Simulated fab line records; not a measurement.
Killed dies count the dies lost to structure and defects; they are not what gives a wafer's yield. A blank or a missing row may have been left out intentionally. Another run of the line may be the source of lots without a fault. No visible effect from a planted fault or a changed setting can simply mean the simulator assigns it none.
Matching of chambers    flow sky130    SKY_VIA1_ETCH_14 on rie-diel-04: 4 sister chambers
The step etches BARC in N2/H2, stops on SiO2, time 45.9 s, target depth 60 nm. 8 wafers are shown with their chamber, then 8 later ones without.

## EACH WAFER AND ITS CHAMBER
wafer   chamber  drypump-motor-current-A (A)  throttle-valve-pct (%)
L086.4  1        6.4                          13.209
L088.1  0        6.4                          13.217
L088.2  2        5.5                          13.244
L088.3  3        5.3                          13.215
L090.2  3        5.3                          13.225
L090.3  0        6.3                          13.219
L090.5  2        5.5                          13.229
L092.2  1        6.4                          13.211

## WAFERS WITHOUT THEIR CHAMBER
wafer   drypump-motor-current-A (A)  throttle-valve-pct (%)
L092.5  5.3                          13.224
L092.6  6.3                          13.217
L096.1  6.4                          13.214
L096.2  6.4                          13.220
L096.4  5.5                          13.228
L097.4  5.3                          13.232
L097.5  5.5                          13.231
L097.6  5.2                          13.224

## THE CHAMBER EACH PASSED THROUGH
wafer   from the rows above      in truth
L092.5  3                        3
L092.6  can't be placed: 0 or 1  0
L096.1  can't be placed: 1 or 0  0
L096.2  can't be placed: 0 or 1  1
L096.4  2                        2
L097.4  3                        3
L097.5  2                        2
L097.6  3                        3
Placed correctly: 5 of 8. Not placeable from these rows: 3 (in 3, the candidates include the true chamber). 0 placed wrongly.
How it was worked out, from the rows above alone: a wafer's distance from a chamber is the root of the sum, over the readings, of the square of ((its reading less the chamber's mean) divided by the reading's scatter). If the next closest chamber is less than 2 further off than the closest, the wafer can't be placed; otherwise it belongs to the closest. Each chamber's mean is taken over the wafers shown for it. The scatter is the square root of a quotient: the sum, over the shown wafers, of each reading's squared deviation from its chamber's mean, divided by wafers minus chambers.
